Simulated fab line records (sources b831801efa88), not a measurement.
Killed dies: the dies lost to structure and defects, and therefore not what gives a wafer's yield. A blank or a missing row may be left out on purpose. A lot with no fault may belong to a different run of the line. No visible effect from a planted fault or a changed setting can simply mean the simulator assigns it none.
Which of the tools did it? / flow sky130 / 6 lots with 18 wafers sampled at 2 steps, on a route of 708 steps

WHAT THE GAUGES SHOWED, per wafer
SKY_LOCAL_INTERCONNECT_OVL_MEAS_12.
lot=L193; measured=day 30 21:28; on=overlay-01; LOCAL_INTERCONNECT_OVL (nm)=-2 -2 2
lot=L198; measured=day 32 13:27; on=overlay-01; LOCAL_INTERCONNECT_OVL (nm)=-7 4 -2
lot=L202; measured=day 34 08:16; on=overlay-02; LOCAL_INTERCONNECT_OVL (nm)=13 1 12
lot=L204; measured=day 35 01:43; on=overlay-02; LOCAL_INTERCONNECT_OVL (nm)=9 6 13
lot=L209; measured=day 36 05:58; on=overlay-01; LOCAL_INTERCONNECT_OVL (nm)=-11 -6 -4
lot=L213; measured=day 37 06:26; on=overlay-01; LOCAL_INTERCONNECT_OVL (nm)=4 0 5

WHICH TOOL RAN EACH LOT (tool, then ch and the chambers of the sampled wafers, then the start)
lot=L193; SKY_NWELL_IMPLANT_24=implanter-01 ch 0, day 5 14:42
lot=L198; SKY_NWELL_IMPLANT_24=implanter-01 ch 0, day 6 19:00
lot=L202; SKY_NWELL_IMPLANT_24=implanter-04 ch 0, day 7 20:28
lot=L204; SKY_NWELL_IMPLANT_24=implanter-01 ch 0, day 8 09:54
lot=L209; SKY_NWELL_IMPLANT_24=implanter-01 ch 0, day 9 17:19
lot=L213; SKY_NWELL_IMPLANT_24=implanter-03 ch 0, day 10 15:55
- SKY_NWELL_IMPLANT_24

THE ANSWER, worked out from the rows above alone
Rule: usual is defined by the lots themselves. The widest of any qualifying gaps counts: lots, ordered by their means at a reading, are off when they make up no more than a third of the lots, leave a main group of 4 or more, and stand apart from it by 3 or more times the standard deviation of that group's means. The tables above print the reading to a certain number of digits; a main group whose means all agree to those digits is not used. A lot without any number at a reading at which 4 lots or more have one is off too. All remaining lots with rows at the step are treated as sound.
Nothing can be told from this: no lot is off at any reading shown.

WHAT HAD BEEN PUT IN BY THE SIMULATOR
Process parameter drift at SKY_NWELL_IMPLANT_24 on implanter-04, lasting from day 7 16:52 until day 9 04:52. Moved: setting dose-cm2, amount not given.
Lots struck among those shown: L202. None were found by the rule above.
